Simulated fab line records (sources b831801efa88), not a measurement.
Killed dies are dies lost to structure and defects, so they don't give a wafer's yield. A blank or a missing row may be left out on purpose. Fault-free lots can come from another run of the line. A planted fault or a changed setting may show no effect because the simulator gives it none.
2 desks looking at one fault	flow sky130	each desk has only its own numbers; what lay behind them comes last

== METROLOGY DESK ==
Means of the sampled wafers that have a number, per lot and without regard to the tool the lot ran on: this is what the gauges read. A lot is out of limits, marked OUT, if its mean lies more than 4 standard deviations from the usual mean; the brackets give that distance.
Columns: A = INCOMING_BOW at SKY_FIELD_ISO_BOW_MEAS_00, usual 1 um; B = cd_nm at SKY_SONOS_ONO_CD_MEAS_13, usual 409.3 nm; C = GATE_OXIDE_TW at SKY_GATE_OXIDE_TW_MEAS_14, usual 224.8
lot	first seen here	A	B	C
L959	day 1 20:01	-3	413.0	224.7
L960	day 2 01:02	4	409.5	225.3
L962	day 2 11:02	2	407.1	226.4
L963	day 2 16:00	8	406.8	222.8
L964	day 2 21:04	2	409.4	224.9
L965	day 3 02:02	2	409.3	225.6
L967	day 3 12:00	2	412.5	227.8
L970	day 4 03:00	5	412.9	223.3
L972	day 4 13:00	6	409.1	225.8
L976	day 5 09:00	1	408.9	224.5
L978	day 5 19:01	-4	410.9	228.0
L980	day 6 05:00	-1	409.8	230.6 (+4.5) OUT
Per this desk, out of limits: L980; the first was L980, day 21 23:06 (GATE_OXIDE_TW at SKY_GATE_OXIDE_TW_MEAS_14). L959, L960, L962, L963, L964, L965, L967, L970, L972, L976, L978: within limits.

== AT THE TOOL OWNER'S DESK: implanter-01 ==
SKY_GATE_OXIDE_IMPLANT_11, tool's own readings: per-lot mean of the sampled wafers with a number, covering each lot this tool ran. A lot is out of limits, marked OUT, if its mean lies more than 4 standard deviations from the usual mean; the brackets give that distance.
Columns: A = dose_ions_cm2 at SKY_GATE_OXIDE_IMPLANT_11, usual 2.6006e+12; B = faraday_current_uA at SKY_GATE_OXIDE_IMPLANT_11, usual 14.71
lot	first seen here	A	B
L959	day 14 08:01	2.6002e+12	14.94
L963	day 15 17:10	2.5998e+12	14.63
L964	day 16 02:59	2.6035e+12	14.50
L970	day 18 07:27	2.5970e+12	14.84
L972	day 19 23:33	2.6025e+12	14.48
L978	day 21 16:54	2.7730e+12 (+64) OUT	15.94 (+4.1) OUT
L980	day 21 22:44	2.7729e+12 (+64) OUT	15.50
This desk's verdict: out of limits on L978, L980, starting with L978 at day 21 16:54 (dose_ions_cm2 at SKY_GATE_OXIDE_IMPLANT_11). L959, L963, L964, L970, L972: within limits.

== TAKEN TOGETHER ==
At day 21 16:54, on L978, L980, the tool owner's desk was in a position to raise an alarm.
Metrology desk: alarm possible at day 21 23:06 on L980.
The metrology desk has L978 on record, within its limits.
SKY_GATE_OXIDE_IMPLANT_11 was run on implanter-01 by each of the lots named.

== WHAT THE SIMULATOR PUT IN ==
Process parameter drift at SKY_GATE_OXIDE_IMPLANT_11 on implanter-01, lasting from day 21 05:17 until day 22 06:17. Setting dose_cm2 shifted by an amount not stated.
Struck lots among those shown: L978, L980.
Counting hours from when the fault started, the first reading out of limits came at 12 for the tool owner's desk and at 18 for the metrology desk.
